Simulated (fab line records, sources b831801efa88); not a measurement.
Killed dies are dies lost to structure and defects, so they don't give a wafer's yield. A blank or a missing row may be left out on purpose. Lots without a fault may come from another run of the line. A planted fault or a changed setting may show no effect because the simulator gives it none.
Which tool did it? | flow sky130 | 6 lots, 18 wafers sampled, at 1 step of a route of 708

WHAT THE GAUGES READ, wafer by wafer
SKY_VIA2_CD_MEAS_12: target cd 200 nm.
lot  | measured     | on        | cd_nm (nm)
L606 | day 36 11:56 | cd_sem-02 | 198.0 198.0 196.1
L608 | day 37 09:10 | cd_sem-01 | 200.0 199.6 198.3
L611 | day 38 17:22 | cd_sem-01 | 200.4 200.2 200.6
L613 | day 38 20:17 | cd_sem-01 | 198.6 198.4 198.2
L621 | day 41 03:03 | cd_sem-01 | 198.4 199.0 198.5
L626 | day 42 05:09 | cd_sem-02 | 201.5 203.4 202.4

WHICH TOOL RAN EACH LOT (tool, then ch and the chambers of the sampled wafers, then the start)
The record holds no process step before these readings.

THE ANSWER, worked out from the rows above alone
Rule: what is usual is taken from the lots themselves. Put in order of their means at a reading, lots are off if they are a third of the lots or fewer, leave a main group of 4 or more, and stand apart from it by a gap of 3 or more times the standard deviation of the main group's means; of several such gaps the widest counts. A main group whose means are all the same, to the digits that the tables above print for the reading, isn't used. A lot without any number at a reading at which 4 lots or more have one is off too. The other lots that the step has rows for count as sound.
No lot is off at any reading shown: from this, nothing can be told.

WHAT THE SIMULATOR HAD PUT IN
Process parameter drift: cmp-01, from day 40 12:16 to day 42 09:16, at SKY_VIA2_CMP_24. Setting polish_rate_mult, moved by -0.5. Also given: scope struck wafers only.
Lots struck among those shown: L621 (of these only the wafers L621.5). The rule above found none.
